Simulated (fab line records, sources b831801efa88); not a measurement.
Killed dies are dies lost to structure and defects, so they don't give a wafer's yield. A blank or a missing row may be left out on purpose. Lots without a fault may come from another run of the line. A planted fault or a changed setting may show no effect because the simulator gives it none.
fab line records | flow gf180mcu
record lots=13 wafers=39 last_day=34
route steps=602 shown HV_LDD@186 PSD@252 SALICIDE@280
lots that met no fault: from a run of the same line without faults
start_h: hours from the record's first day to the start of the lot's first wafer shown | wait_h: hours since the lot's step before | " the same as in the row above | L1.1+2: a row that stands for several wafers | - no value, or no start given | * or withheld: withheld | < > ~ a bound
route shown NAME@n: a module of which the file shows steps, and the number in the route of the first | usual: mean/standard deviation of fault-free wafers | same: alike in all rows | chamber/n: place in a boat | sites: the reading at each site | _std_site: their standard deviation | _edge_site: outer sites' mean less inner sites' | radius_mm: how far each site lies from the wafer's centre | mask NAME#n: copy n | behind: the tool/chamber that last shaped the wafer | hold: why the lot was held/for how many hours/how that ended | device: the transistor (n, p or np) that didn't switch | end of line: the same wafers' tests at the end of the route | a step without rows: its recipe alone | killed: dies lost to structure and defects at the first sort, not the wafer's yield | map: a wafer's dies, x killed, . not, _ none there
set.NAME: the setting as run; set.NAME@STEP: as run at that earlier step | model.NAME: the simulator's own value behind a step, which no gauge read
steps of the route over a sample of lots; a table a step, a row a wafer
services: from which hour (start_h, from the record's first day; less than 0 if before it) a tool's chamber was out of use, for how many hours, and why
## steps
# step GF_HV_LDD_STRIP_10
# recipe chemistry=O2/N2 power_w=1400 pressure_mtorr=1500 platen_temp_c=250 o2_flow_sccm=3000 n2_flow_sccm=300 overash_fraction=0.5
# usual drypump_motor_current_A=5.7/0.45 heater_power_w=307/37 oes_product_au=0.715/0.0043 strip_time_to_endpoint_s=12.62/0.035
# same overash_fraction=0.5
# columns lot.wafer tool chamber start_h wait_h drypump_motor_current_A heater_power_w oes_product_au rf_hours_counter_h strip_time_to_endpoint_s
L685.1 plasma_asher-01 0 220.72 0.1 6.1 275 0.708 57 12.64
L685.2 " 1 " " 6.2 274 0.710 57 12.66
L685.6 " 1 " " 6.2 266 0.711 - 12.67
L686.2 plasma_asher-04 0 225.66 0.1 5.2 375 0.707 45 12.64
L686.5 " 0 " " 5.2 371 0.709 - 12.62
L686.6 " 1 " " 5.8 298 0.719 - 12.63
L687.3 plasma_asher-01 0 232.91 0.1 6.1 286 0.721 - 12.64
L687.4 " 1 " " 6.2 269 0.728 - 12.64
L687.6 " 0 " " 6.0 280 0.712 - 12.61
L688.2 plasma_asher-04 0 239.77 0.1 5.2 375 0.722 46 12.65
L688.5 " 1 " " 5.8 292 0.717 - 12.64
L688.6 " 0 " " 5.3 371 0.723 - 12.62
L689.1 plasma_asher-01 1 245.82 0.1 6.1 266 0.710 59 12.64
L689.2 " 0 " " 6.1 279 0.715 59 12.63
L689.5 " 0 " " 6.0 288 0.712 - 12.63
L690.1 plasma_asher-01 0 255.62 0.1 6.1 277 0.725 59 12.66
L690.2 " 1 " " 6.2 267 0.719 59 12.68
L690.5 " 1 " " 6.2 273 0.714 - 12.66
L691.3 plasma_asher-01 1 265.81 0.1 6.2 271 0.721 - 12.64
L691.4 " 0 " " 6.1 282 0.720 - 12.61
L691.5 " 1 " " 6.2 269 0.716 - 12.64
L694.3 plasma_asher-04 1 279.71 0.1 5.8 291 0.714 - 12.63
L694.4 " 0 " " 5.2 376 0.711 - 12.65
L694.6 " 0 " " 5.2 379 0.712 - 12.67
L696.2 plasma_asher-04 0 302.21 0.1 5.2 363 0.713 52 12.58
L696.3 " 1 " " 5.8 291 0.712 - 12.58
L696.6 " 0 " " 5.2 377 0.719 - 12.62
L697.2 plasma_asher-01 0 310.97 0.1 6.0 282 0.713 65 12.62
L697.4 " 0 " " 6.0 278 0.713 - 12.64
L697.5 " 0 " " 6.1 283 0.713 - 12.62
L698.1 plasma_asher-04 0 319.61 0.1 5.2 376 0.718 54 12.58
L698.3 " 1 " " 5.8 291 0.713 - 12.58
L698.4 " 0 " " 5.2 376 0.717 - 12.55
L703.2 plasma_asher-01 1 349.46 0.1 6.2 266 0.714 69 12.60
L703.5 " 0 " " 6.0 274 0.715 - 12.64
L703.6 " 1 " " 6.1 275 0.709 - 12.64
L705.1 plasma_asher-01 1 367.71 0.1 6.2 266 0.714 72 12.69
L705.4 " 0 " " 6.1 281 0.709 - 12.66
L705.6 " 0 " " 6.0 281 0.708 - 12.66
# step GF_PSD_EXPOSE_04
# recipe mask_id=Pplus target_cd_nm=400 na=0.6 source_shape=conventional sigma_outer=0.6 dose_mj=140
# columns lot.wafer tool chamber start_h wait_h mask
L685.1+2+6 iline_stepper-02 0 310.57 - Pplus#0
L686.2+5+6 iline_stepper-01 0 314.55 - Pplus#0
L687.3+4+6 iline_stepper-02 0 324.18 - Pplus#0
L688.2+5+6 iline_stepper-02 0 333.22 - Pplus#0
L689.1+2+5 iline_stepper-01 0 339.94 - Pplus#0
L690.1+2+5 iline_stepper-02 0 349.33 - Pplus#0
L691.3+4+5 iline_stepper-01 0 362.28 - Pplus#0
L694.3+4+6 iline_stepper-02 0 376.74 - Pplus#0
L696.2+3+6 iline_stepper-01 0 406.04 - Pplus#0
L697.2+4+5 iline_stepper-01 0 415.88 - Pplus#0
L698.1+3+4 iline_stepper-02 0 424.60 - Pplus#0
L703.2+5+6 iline_stepper-02 0 460.52 - Pplus#0
L705.1+4+6 iline_stepper-02 0 477.87 - Pplus#0
# step GF_PSD_OVL_MEAS_08
# usual PSD_OVL=-1.1/1.3
# columns lot.wafer tool chamber start_h wait_h PSD_OVL[nm]
L685.1 overlay-01 - 320.49 0.1 -0.7
L685.2 " - " " -0.4
L685.6 " - " " 1.0
L686.2 overlay-01 - 324.83 0.1 0.7
L686.5 " - " " 1.2
L686.6 " - " " 0.9
L687.3 overlay-01 - 334.35 0.1 -2.3
L687.4 " - " " -0.9
L687.6 " - " " -0.3
L688.2 overlay-02 - 343.74 0.1 -1.5
L688.5 " - " " -2.2
L688.6 " - " " -1.2
L689.1 overlay-02 - 349.62 0.1 -0.1
L689.2 " - " " -1.4
L689.5 " - " " -2.2
L690.1 overlay-02 - 360.12 0.1 -1.7
L690.2 " - " " -0.6
L690.5 " - " " 0.7
L691.3 overlay-01 - 373.33 0.1 -0.8
L691.4 " - " " -2.3
L691.5 " - " " -3.0
L694.3 overlay-01 - 388.33 0.1 -1.2
L694.4 " - " " -1.8
L694.6 " - " " -3.1
L696.2 overlay-02 - 417.83 0.1 106.2
L696.3 " - " " 105.1
L696.6 " - " " 106.8
L697.2 overlay-01 - 427.78 0.1 108.3
L697.4 " - " " 107.0
L697.5 " - " " 107.9
L698.1 overlay-01 - 437.22 0.1 0.8
L698.3 " - " " -0.5
L698.4 " - " " -0.1
L703.2 overlay-01 - 472.33 0.1 -1.1
L703.5 " - " " 0.4
L703.6 " - " " 0.1
L705.1 overlay-02 - 490.37 0.1 -2.6
L705.4 " - " " -1.6
L705.6 " - " " -3.7
# step GF_PSD_TW_MEAS_11
# usual PSD_TW=3166/18
# columns lot.wafer tool chamber start_h wait_h PSD_TW
L685.1 film_metro-03 - 320.77 0.1 3163
L685.2 " - " " 3185
L685.6 " - " " 3174
L686.2 film_metro-01 - 325.12 0.1 3151
L686.5 " - " " 3145
L686.6 " - " " 3142
L687.3 film_metro-03 - 334.64 0.1 3164
L687.4 " - " " 3166
L687.6 " - " " 3182
L688.2 film_metro-02 - 344.03 0.1 3181
L688.5 " - " " 3174
L688.6 " - " " 3178
L689.1 film_metro-01 - 349.91 0.1 3128
L689.2 " - " " 3137
L689.5 " - " " 3147
L690.1 film_metro-01 - 360.44 0.1 3188
L690.2 " - " " 3170
L690.5 " - " " 3172
L691.3 film_metro-03 - 373.63 0.1 3167
L691.4 " - " " 3144
L691.5 " - " " 3185
L694.3 film_metro-01 - 388.62 0.1 3133
L694.4 " - " " 3159
L694.6 " - " " 3141
L696.2 film_metro-03 - 418.12 0.1 3165
L696.3 " - " " 3154
L696.6 " - " " 3157
L697.2 film_metro-01 - 428.07 0.1 3167
L697.4 " - " " 3168
L697.5 " - " " 3165
L698.1 film_metro-03 - 437.51 0.1 3145
L698.3 " - " " 3132
L698.4 " - " " 3155
L703.2 film_metro-02 - 472.62 0.1 3200
L703.5 " - " " 3184
L703.6 " - " " 3182
L705.1 film_metro-02 - 490.65 0.1 3186
L705.4 " - " " 3187
L705.6 " - " " 3187
# step GF_SALICIDE_SPUTTER_02
# recipe material=Co target_thk_nm=10 power_w=1000 time_s=20 chamber_pressure_pa=0.4
# usual cathode_dc_power_W=1000.0/0.18 throttle_valve_pct=29.9/0.78
# columns lot.wafer tool chamber start_h wait_h cathode_dc_power_W throttle_valve_pct
L685.1 pvd_sputter-01 - 343.19 0.0 1000.4 29.0
L685.2 " - " " 1000.0 29.2
L685.6 " - " " 1000.1 28.9
L686.2 pvd_sputter-01 - 346.21 0.0 1000.2 31.1
L686.5 " - " " 999.95 31.4
L686.6 " - " " 999.99 30.7
L687.3 pvd_sputter-04 - 356.06 0.0 999.92 30.6
L687.4 " - " " 999.73 29.9
L687.6 " - " " 1000.2 30.5
L688.2 pvd_sputter-03 - 366.60 0.0 1000.3 29.9
L688.5 " - " " 999.85 30.6
L688.6 " - " " 999.96 29.2
L689.1 pvd_sputter-04 - 373.25 0.0 999.75 30.2
L689.2 " - " " 999.99 30.6
L689.5 " - " " 999.57 30.2
L690.1 pvd_sputter-01 - 383.26 0.0 1000.1 31.3
L690.2 " - " " 1000.3 30.5
L690.5 " - " " 1000.4 28.9
L691.3 pvd_sputter-04 - 396.77 0.0 1000.1 30.0
L691.4 " - " " 1000.0 29.6
L691.5 " - " " 999.65 30.6
L694.3 pvd_sputter-01 - 412.35 0.0 999.87 31.1
L694.4 " - " " 999.92 30.4
L694.6 " - " " 1000.1 30.5
L696.2 pvd_sputter-04 - 442.83 0.0 1000.1 30.6
L696.3 " - " " 999.60 30.0
L696.6 " - " " 999.77 30.5
L697.2 pvd_sputter-01 - 453.16 0.0 999.93 31.1
L697.4 " - " " 1000.1 30.2
L697.5 " - " " 999.96 28.7
L698.1 pvd_sputter-01 - 462.95 0.0 1000.1 31.1
L698.3 " - " " 1000.1 28.8
L698.4 " - " " 1000.1 29.0
L703.2 pvd_sputter-01 - 497.82 0.0 1000.1 30.9
L703.5 " - " " 999.83 30.9
L703.6 " - " " 1000.1 29.0
L705.1 pvd_sputter-03 - 513.96 0.0 1000.1 30.1
L705.4 " - " " 1000.6 29.9
L705.6 " - " " 999.69 29.3
## services
# columns tool chamber start_h hours kind
iline_stepper-02 - 198.45 - consumable_replace:lamp
plasma_asher-01 - 222.06 4.3 pm
iline_stepper-01 - 231.75 9.7 repair
pvd_sputter-03 - 255.85 1.0 repair
plasma_asher-04 - 257.52 4.1 repair
pvd_sputter-01 - 261.00 1.4 repair
pvd_sputter-01 1 280.58 - consumable_replace:kit
iline_stepper-01 - 288.52 0.5 repair
iline_stepper-02 0 321.41 - calibration
plasma_asher-04 - 326.92 2.3 repair
plasma_asher-01 - 333.18 0.9 repair
iline_stepper-02 - 335.00 1.7 pm
plasma_asher-04 - 349.12 4.3 pm
pvd_sputter-04 - 360.43 8.0 repair
iline_stepper-01 - 381.44 1.7 pm
pvd_sputter-01 - 399.13 13.1 repair
pvd_sputter-04 - 414.86 3.9 repair
plasma_asher-01 - 421.25 9.0 pm
plasma_asher-01 0 421.25 9.0 vent_cycle
plasma_asher-01 1 421.25 9.0 vent_cycle
plasma_asher-01 0 430.25 - clean
plasma_asher-01 1 430.25 - clean
iline_stepper-02 - 487.38 4.4 pm
plasma_asher-04 - 506.53 8.5 repair
## key
first_sign step=GF_PSD_OVL_MEAS_08 reading=PSD_OVL direction=up sigmas=81 usual=-1.1 struck=106.9
effect none on later readings
met_at GF_PSD_EXPOSE_04
struck_lots L696,L697
tester_left_out L696,L697
not_acting_at GF_HV_LDD_STRIP_10,GF_PSD_TW_MEAS_11,GF_SALICIDE_SPUTTER_02
onset_between 362.28 406.04
fault kind=scanner_matching_overlay tool=iline_stepper-01 chamber=- onset_h=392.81 steps=GF_PSD_EXPOSE_04 offset=108.39
# tester_left_out: of these lots the tester's yield and bins aren't shown, on N5 and GAA mostly nor the transistor test; their killed dies are dies lost to structure and defects alone, not to doping, threshold or leakage, so they don't give the yield
